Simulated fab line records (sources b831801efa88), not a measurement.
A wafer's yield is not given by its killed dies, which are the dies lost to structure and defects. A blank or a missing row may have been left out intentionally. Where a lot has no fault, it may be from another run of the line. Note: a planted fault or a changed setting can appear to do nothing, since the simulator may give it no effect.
What tool caused it? -- flow sky130 -- 39 wafers from 14 lots sampled at 3 of the route's 708 steps

## WHAT EACH GAUGE READ, for each wafer
SKY_LDD_P_TW_MEAS_11. Usual: LDD_P_TW gives 637 (standard deviation 6.4).
lot,measured,on,LDD_P_TW,flag
L416,day 18 18:12,film metro-03,640 637 637,
L418,day 19 09:39,film metro-04,644 642 644,
L421,day 20 16:36,film metro-04,635 642 638,
L424,day 22 01:51,film metro-04,637 638 640,
L425,day 22 07:37,film metro-04,636 639 638,
L426,day 22 20:09,film metro-03,641 643 643,
L428,day 23 13:51,film metro-03,638 641 641,
L430,day 24 08:07,film metro-04,645 639 643,
L429,day 24 09:40,film metro-01,630 628 630,
L432,day 24 21:59,film metro-03,645 639 639,
L433,day 25 07:05,film metro-01,625 626,
L434,day 25 23:55,film metro-04,646 642,
L435,day 26 03:40,film metro-03,636 635,
L439,day 27 11:31,film metro-01,626 632 630,

SKY_SPACER_THK_MEAS_01. Usual: SPACER_CVD_00_THK gives 43.1 nm (standard deviation 0.43).
lot,measured,on,SPACER_CVD_00_THK (nm),flag
L416,day 22 17:38,film metro-03,42.8 43.0 43.0,
L418,day 23 09:35,film metro-03,42.5 42.6 42.8,
L421,day 24 16:10,film metro-01,43.7 43.8 43.8,
L424,day 25 22:24,film metro-04,42.9 42.8 42.5,
L425,day 26 03:18,film metro-03,43.4 43.1 43.2,
L426,day 26 14:27,film metro-01,43.5 43.6 43.0,
L428,day 27 07:29,film metro-03,43.0 42.9 42.9,
L430,day 28 02:41,film metro-03,42.7 42.8 42.5,
L429,day 28 05:14,film metro-03,42.9 43.1 43.0,
L432,day 28 14:32,film metro-03,43.3 42.6 43.0,
L433,day 28 23:05,film metro-04,42.8 42.7,
L434,day 29 15:22,film metro-03,43.5 43.1,
L435,day 29 20:05,film metro-01,43.6 43.2,
L439,day 31 00:31,film metro-01,43.6 43.5 43.7,

SKY_SD_P_TW_MEAS_11. Usual: SD_P_TW gives 2815 (standard deviation 38).
lot,measured,on,SD_P_TW,flag
L416,day 25 05:42,film metro-02,2785 2774 2775,
L418,day 25 21:03,film metro-02,2774 2768 2785,
L421,day 27 03:37,film metro-03,2857 2855 2858,
L424,day 28 08:57,film metro-03,2878 2855 2862,
L425,day 28 13:07,film metro-02,2772 2779 2770,
L426,day 29 00:18,film metro-04,2830 2832 2838,
L428,day 29 17:00,film metro-02,2779 2761 2783,
L430,day 30 10:47,film metro-04,2856 2872 2848,
L429,day 30 13:15,film metro-02,2776 2782 2774,
L432,day 30 22:01,film metro-02,2775 2763 2792,
L433,day 31 06:05,film metro-03,2843 2855,
L434,day 31 23:07,film metro-02,2785 2786,
L435,day 32 03:04,film metro-04,2850 2837,
L439,day 33 06:50,film metro-03,2886 2861 2860,

## TOOL THAT RAN EACH LOT (tool first, then ch and the chambers of the sampled wafers, then the start)
Record: no process step prior to these readings.

## WHAT THE TOOLS THEMSELVES READ (means of the sampled wafers that have a number; where no wafer has one, the mark that the record gives instead)
The record holds no such reading with a usual standard deviation.

## THE ANSWER, worked out from the rows above alone
Rule: lot off if the mean of its wafers having a number is beyond 3 standard deviations from the usual mean. Also off: a lot with no number at a reading for which 4 or more lots have one. Where the step has rows for the other lots, those lots are counted as sound. The gauges are gone through in route order, then the tools' own readings, and for those a lot's mean is taken as printed above. The first step at which some lot is off is used, and at that step the reading that is off furthest; a lot without a number counts as furthest.
None of the lots is off at any reading shown; this tells nothing.

## WHAT THE SIMULATOR HAD INSERTED
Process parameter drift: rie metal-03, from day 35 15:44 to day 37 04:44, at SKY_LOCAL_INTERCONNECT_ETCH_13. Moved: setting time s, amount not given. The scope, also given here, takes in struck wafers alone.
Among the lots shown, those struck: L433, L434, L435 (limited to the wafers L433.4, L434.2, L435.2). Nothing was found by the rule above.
